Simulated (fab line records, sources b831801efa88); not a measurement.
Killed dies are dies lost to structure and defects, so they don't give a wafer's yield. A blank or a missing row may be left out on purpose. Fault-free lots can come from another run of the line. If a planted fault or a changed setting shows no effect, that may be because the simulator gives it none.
Which tool was responsible? + flow gf180mcu + 39 wafers sampled from 13 lots at 1 step of a route of 602

## WHAT THE GAUGES SHOWED, per wafer
GF_V3_CD_MEAS_14 targets a cd of 260 nm. Usual: cd_nm 259.7 nm, standard deviation 1.1.
| lot  | measured     | on        | cd_nm (nm)        | flag |
|------|--------------|-----------|-------------------|------|
| L534 | day 22 08:08 | cd_sem-02 | 262.3 262.0 261.4 |      |
| L535 | day 22 16:46 | cd_sem-01 | 260.2 259.6 258.9 |      |
| L538 | day 23 18:56 | cd_sem-02 | 260.8 260.5 260.9 |      |
| L540 | day 24 18:08 | cd_sem-02 | 260.1 260.3 260.0 |      |
| L542 | day 25 06:05 | cd_sem-01 | 259.8 259.2 259.4 |      |
| L543 | day 25 19:29 | cd_sem-01 | 261.1 261.0 261.6 |      |
| L544 | day 25 22:35 | cd_sem-02 | 257.4 258.1 259.1 |      |
| L545 | day 26 06:25 | cd_sem-02 | 260.6 258.0 258.2 |      |
| L549 | day 27 10:11 | cd_sem-02 | 259.0 258.8 259.9 |      |
| L552 | day 28 03:16 | cd_sem-01 | 260.8 261.4 261.9 |      |
| L555 | day 28 22:20 | cd_sem-02 | 258.6 259.2 257.8 |      |
| L556 | day 29 06:31 | cd_sem-02 | 258.9 258.7 259.6 |      |
| L557 | day 29 08:37 | cd_sem-02 | 258.1 258.8 259.5 |      |

## WHICH TOOL RAN EACH LOT (tool, then ch and the chambers of the sampled wafers, then the start)
No process step before these readings appears in the record.

## WHAT THE TOOLS THEMSELVES READ (means of the sampled wafers that have a number; where no wafer has one, the mark that the record gives instead)
The record holds no such reading with a usual standard deviation.

## THE ANSWER, worked out from the rows above alone
Rule: lot off if the mean of its wafers having a number is beyond 3 standard deviations from the usual mean. Also off: a lot with no number at a reading for which 4 or more lots have one. Where the step has rows for the other lots, those lots are counted as sound. First the gauges in route order, then the tools' own readings, where a lot's mean is used as printed above. At the first step where some lot is off, the reading lying furthest off is the one used; lots without a number count as furthest.
None of the lots is off at any reading shown; this tells nothing.

## WHAT THE SIMULATOR HAD INSERTED
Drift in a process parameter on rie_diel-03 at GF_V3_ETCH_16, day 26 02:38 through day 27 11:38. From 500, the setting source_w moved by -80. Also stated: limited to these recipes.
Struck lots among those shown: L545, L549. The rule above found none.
